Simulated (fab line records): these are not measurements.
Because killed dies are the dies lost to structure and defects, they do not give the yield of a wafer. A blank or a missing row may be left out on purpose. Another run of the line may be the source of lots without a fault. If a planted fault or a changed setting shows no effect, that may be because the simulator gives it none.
A lot that was struck, set against a sound lot | flow gf180mcu | 19 steps out of a route of 602
Sound: the wafers L602.2, L602.3, L602.4. Wafers L616.1, L616.2, L616.3 were the ones struck. The cause comes at the end.
For every step that has rows: the tool of each side, followed by ch and its chambers, followed by its first start. Under that, the readings that differ: sound wafers | struck wafers | difference of the means | sigmas: that difference in standard deviations of wafers without a fault.
alike: a reading whose means differ by less than 2 such deviations, as well as words and numbers matching on both sides. not compared: withheld readings; readings where some wafer has no value; bounds like >300 that might hide an equal value; numbers whose values overlap and for which the record gives no deviation.
The two part at a step that has a row with sigmas, a row that says differs or no value, or rows on one side only. Numbers that don't overlap but have no deviation are shown without sigmas and don't part them. Lack of a reading on every wafer of one side parts them only where that side has two or more wafers.

first, 1 step without rows for these wafers: GF_POLY_GATE_DEVELOP_09 (develop time 60 s).
GF_POLY_GATE_CD_MEAS_10: target cd 280 nm.
  sound on cdSem-01 at day 10 20:52; struck on cdSem-01 at day 15 10:26
  alike: cdNm
GF_POLY_GATE_OVL_MEAS_11:
  sound on overlay-01 at day 10 20:58; struck on overlay-01 at day 15 10:34
  alike: POLY_GATE_OVL
GF_POLY_GATE_ETCH_12: etches BARC in N2/H2.
  sound on rieDiel-01 ch 0,2,3, day 10 21:00; struck on rieDiel-04 ch 0,1,3, day 15 10:35
  alike: drypumpMotorCurrentA, oesProductAu, throttleValvePct
GF_POLY_GATE_ETCH_13: etches poly-Si in HBr/Cl2, stops on SiO2, target depth 198.5 nm, time 69.6 s.
  sound on rieSi-02 ch 0,1,3, day 10 21:03; struck on rieSi-02 ch 0,1,2, day 15 10:38
  alike: drypumpMotorCurrentA, heBacksideLeakSccm, oesProductAu, throttleValvePct
  not compared: rfHoursCounterH
GF_POLY_GATE_STRIP_14: strips in O2/N2.
  sound on plasmaAsher-04 ch 0,1, day 10 21:07; struck on plasmaAsher-03 ch 0,1, day 15 10:42
  alike: drypumpMotorCurrentA, heaterPowerW, oesProductAu
  not compared: rfHoursCounterH
then, 2 steps without rows for these wafers: GF_POLY_GATE_CLEAN_15 (cleans in SC1/SC2, time 150 s); GF_POLY_GATE_OXIDATION_16 (stabilise 600 s, purge 300 s, target thk 4 nm).
GF_POLY_GATE_THK_MEAS_17:
  sound on filmMetro-04 at day 10 23:08; struck on filmMetro-02 at day 15 12:06
  alike: POLY_GATE_OXIDATION_THK
GF_POLY_GATE_CD_MEAS_18:
  sound on cdSem-02 at day 10 23:15; struck on cdSem-02 at day 15 12:10
  alike: cdNm
then, 2 steps without rows for these wafers: GF_HV_LDD_DEHYDRATE_00 (time 60 s); GF_HV_LDD_HMDS_01 (prime time 60 s).
GF_HV_LDD_COAT_02: resist thk 1000 nm.
  sound on lithoTrack-01 ch 0, day 11 08:30; struck on lithoTrack-03 ch 0, day 15 22:30
reading                                    | sound                | struck               | difference | sigmas
spinSpeedRpm (rpm)                         | 2997.9 3002.4 3002.5 | 2945.7 2940.5 2943.8 | -57.6      | -29
model.NOVOLAK_of_HV_LDD_COAT_02.thkNm (nm) | 995.3 993.3 996.5    | 1008 1006 1009       | +13        | 
then, 3 steps without rows for these wafers: GF_HV_LDD_SOFTBAKE_03 (time 60 s); GF_HV_LDD_EXPOSE_04 (exposes mask Nplus LV AREA, target cd 400 nm); GF_HV_LDD_PEB_05.
GF_HV_LDD_DEVELOP_06: develop time 60 s.
  sound on lithoTrack-01 ch 0, day 11 18:06; struck on lithoTrack-04 ch 0, day 16 10:11
reading                                    | sound             | struck            | difference | sigmas
developerTempC (C)                         | 22.81 23.03 22.96 | 23.06 23.12 23.22 | +0.20      | +2
model.NOVOLAK_of_HV_LDD_COAT_02.thkNm (nm) | 994.9 992.9 996.1 | 1007 1005 1009    | +12        | 
GF_HV_LDD_CD_MEAS_07: target cd 400 nm.
  sound on cdSem-01 at day 11 18:14; struck on cdSem-02 at day 16 10:20
reading   | sound             | struck            | difference | sigmas
cdNm (nm) | 405.0 406.0 405.9 | 400.6 400.0 401.0 | -5.1       | -2
then, 1 step without rows for these wafers: GF_PASSIVATION_PROBE_99.

WHERE THEY PART
First at GF_HV_LDD_COAT_02; last, within this record, at GF_HV_LDD_CD_MEAS_07.

WHY: what had been put in by the simulator
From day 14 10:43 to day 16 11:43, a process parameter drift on lithoTrack-03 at GF_HV_LDD_COAT_02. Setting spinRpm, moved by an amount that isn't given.
